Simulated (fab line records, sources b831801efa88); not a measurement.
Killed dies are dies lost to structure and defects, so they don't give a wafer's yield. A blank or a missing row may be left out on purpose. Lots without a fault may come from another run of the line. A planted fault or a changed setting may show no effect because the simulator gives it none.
Which tool did it? | flow sky130 | 24 lots, 72 wafers sampled, at 2 steps of a route of 708

WHAT THE GAUGES READ, wafer by wafer
SKY_CONTACT_THK_MEAS_01. Usual: CONTACT_CVD_00_THK 75.0 nm, standard deviation 1.
lot  | measured     | on            | CONTACT_CVD_00_THK (nm) | flag
L074 | day 31 15:21 | film_metro-04 | 73.5 74.6 75.1          |
L076 | day 31 18:25 | film_metro-01 | 72.9 72.8 74.7          |
L075 | day 31 19:45 | film_metro-04 | 74.4 74.7 76.3          |
L077 | day 31 19:57 | film_metro-04 | 74.8 75.7 76.3          |
L078 | day 31 22:27 | film_metro-04 | 74.2 72.7 75.6          |
L079 | day 31 23:06 | film_metro-04 | 74.9 73.8 74.7          |
L080 | day 32 20:52 | film_metro-01 | 75.1 74.6 73.4          |
L081 | day 32 21:03 | film_metro-02 | 73.9 75.1 75.2          |
L082 | day 33 03:37 | film_metro-02 | 72.4 74.7 75.1          |
L083 | day 33 06:53 | film_metro-02 | 75.2 75.6 77.9          |
L085 | day 33 18:22 | film_metro-02 | 73.8 76.6 75.0          |
L084 | day 33 20:19 | film_metro-01 | 75.0 75.6 76.7          |
L086 | day 34 09:02 | film_metro-02 | 74.2 73.7 75.7          |
L087 | day 34 09:37 | film_metro-04 | 75.0 75.7 75.6          |
L088 | day 34 17:08 | film_metro-02 | 73.3 73.4 76.0          |
L089 | day 35 00:48 | film_metro-01 | 75.8 77.9 76.1          |
L090 | day 35 17:21 | film_metro-02 | 74.6 74.8 76.5          |
L091 | day 35 22:14 | film_metro-02 | 75.7 76.4 76.2          |
L092 | day 36 14:32 | film_metro-02 | 74.7 75.5 74.9          |
L093 | day 36 14:53 | film_metro-02 | 73.0 75.5 74.8          |
L094 | day 36 22:44 | film_metro-02 | 73.9 75.8 75.0          |
L095 | day 37 02:56 | film_metro-02 | 73.2 73.9 75.4          |
L096 | day 37 05:50 | film_metro-01 | 75.1 74.2 76.1          |
L097 | day 37 17:51 | film_metro-01 | 74.2 74.5 75.8          |

SKY_METAL3_OVL_MEAS_14. Usual: METAL3_OVL -2 nm, standard deviation 5.2.
lot  | measured     | on         | METAL3_OVL (nm) | flag
L074 | day 39 14:10 | overlay-01 | 8 3 2           |
L076 | day 39 19:28 | overlay-01 | 0 3 -7          |
L075 | day 39 20:19 | overlay-01 | -8 -7 -9        |
L077 | day 39 20:37 | overlay-02 | 2 -9 -12        |
L078 | day 39 22:07 | overlay-02 | -4 -6 -4        |
L079 | day 39 22:46 | overlay-02 | -4 0 1          |
L080 | day 40 16:49 | overlay-02 | -1 -9 -2        |
L081 | day 40 18:58 | overlay-01 | 1 2 4           |
L082 | day 41 01:16 | overlay-01 | -2 -7 -1        |
L083 | day 41 01:37 | overlay-02 | 7 2 0           |
L085 | day 41 11:01 | overlay-02 | -16 -18 -1      |
L084 | day 41 12:14 | overlay-02 | 1 3 -2          |
L086 | day 42 02:58 | overlay-02 | -4 -9 -1        |
L087 | day 42 04:10 | overlay-01 | -16 -8 0        |
L088 | day 42 08:37 | overlay-02 | -7 -3 -1        |
L089 | day 42 15:32 | overlay-02 | -1 1 2          |
L090 | day 43 06:37 | overlay-02 | 9 0 -3          |
L091 | day 43 11:07 | overlay-02 | -5 0 3          |
L092 | day 44 02:10 | overlay-02 | -5 -10 -5       |
L093 | day 44 04:01 | overlay-01 | 3 6 -4          |
L094 | day 44 08:28 | overlay-02 | -1 -1 -2        |
L095 | day 44 11:19 | overlay-01 | 3 -6 -8         |
L096 | day 44 13:49 | overlay-02 | -6 -8 -6        |
L097 | day 44 23:41 | overlay-01 | 2 11 0          |

WHICH TOOL RAN EACH LOT (tool, then ch and the chambers of the sampled wafers, then the start)
The record holds no process step before these readings.

WHAT THE TOOLS THEMSELVES READ (means of the sampled wafers that have a number; where no wafer has one, the mark that the record gives instead)
The record holds no such reading with a usual standard deviation.

THE ANSWER, worked out from the rows above alone
Rule: a lot is off if the mean of its wafers that have a number lies more than 3 standard deviations from the usual mean. A lot without any number at a reading at which 4 lots or more have one is off too. The other lots that the step has rows for count as sound. The gauges are gone through in route order, then the tools' own readings, and for those a lot's mean is taken as printed above. The first step at which some lot is off is used, and at that step the reading that is off furthest; a lot without a number counts as furthest.
No lot is off at any reading shown: from this, nothing can be told.

WHAT THE SIMULATOR HAD PUT IN
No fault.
